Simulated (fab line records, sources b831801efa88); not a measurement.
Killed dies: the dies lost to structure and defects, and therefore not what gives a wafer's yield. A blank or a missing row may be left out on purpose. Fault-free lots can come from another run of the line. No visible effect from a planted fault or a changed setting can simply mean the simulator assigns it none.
A struck lot beside a sound one | flow sky130 | 14 out of 708 route steps
Sound: the wafers L554.1, L554.3, L554.5. The struck wafers were L562.2, L562.3, L562.4. The cause is named last.
At each step with rows: each side's tool, then ch and its chambers, then its first start. Under that, the readings that differ: sound wafers | struck wafers | difference of the means | sigmas: that difference in standard deviations of wafers without a fault.
alike: a reading whose means differ by less than 2 such deviations, as well as words and numbers matching on both sides. not compared: withheld readings; readings where some wafer has no value; bounds like >300 that might hide an equal value; numbers whose values overlap and for which the record gives no deviation.
Wherever a step has rows on one side only, a row that says differs or no value, or a row with sigmas, the two part there. When numbers do not overlap yet have no deviation, they are printed without sigmas and do not part them. Lack of a reading on every wafer of one side parts them only where that side has two or more wafers.

SKY_METAL4_SPUTTER_04: material TiN, target thk 70 nm, time 56.14 s.
  sound on pvd sputter-04 at day 41 13:13; struck on pvd sputter-04 at day 43 11:50
  alike: throttle valve pct
SKY_CAP2M_CVD_00: deposits SiO2, target thk 15.5 nm.
  sound on pecvd-01 ch 0,2, day 41 13:16; struck on pecvd-04 ch 1,2, day 43 11:53
  alike: heater power w, susceptor temp C
SKY_CAP2M_THK_MEAS_01:
  sound on film metro-04 at day 41 13:17; struck on film metro-02 at day 43 11:56
  alike: CAP2M_CVD_00_THK
SKY_CAP2M_SPUTTER_02: material TiN, target thk 200 nm, time 166.7 s.
  sound on pvd sputter-04 at day 41 13:21; struck on pvd sputter-02 at day 43 11:59
  alike: susceptor temp C, throttle valve pct
SKY_CAP2M_RS_MEAS_03: the measuring method here is four-point-probe.
  sound on film metro-04 at day 41 13:28; struck on film metro-04 at day 43 12:07
  alike: CAP2M_TIN_RS
SKY_CAP2M_THK_MEAS_04: measures by xrf.
  sound on film metro-04 at day 41 13:35; struck on film metro-04 at day 43 12:13
  alike: CAP2M_TIN_THK
then, 6 steps without rows for these wafers: SKY_CAP2M_DEHYDRATE_05 (time 60 s); SKY_CAP2M_HMDS_06 (prime time 60 s); SKY_CAP2M_COAT_07 (resist thk 1140 nm); SKY_CAP2M_SOFTBAKE_08 (time 60 s); SKY_CAP2M_EXPOSE_09 (exposes mask CAP2M, target cd 1000 nm); SKY_CAP2M_PEB_10.
SKY_CAP2M_DEVELOP_11: develop time 60 s.
  sound on litho track-04 ch 0, day 42 12:46; struck on litho track-02, day 44 09:58
  no value came back on the struck wafers for chill plate temp C (C), develop time s (s); on the sound wafers chill plate temp C (C) reads 22.95 22.90 23.04
SKY_CAP2M_OVL_MEAS_12:
  sound on overlay-02 at day 42 12:55; struck on overlay-02 at day 44 10:05
  reading        | sound        | struck | difference                    | sigmas
  CAP2M_OVL (nm) | 0.4 1.2 -0.5 | - - -  | no value on the struck wafers |

== WHERE THEY PART ==
Last at SKY_CAP2M_OVL_MEAS_12 as far as this record goes, first at SKY_CAP2M_DEVELOP_11.

WHY: whatever the simulator had introduced
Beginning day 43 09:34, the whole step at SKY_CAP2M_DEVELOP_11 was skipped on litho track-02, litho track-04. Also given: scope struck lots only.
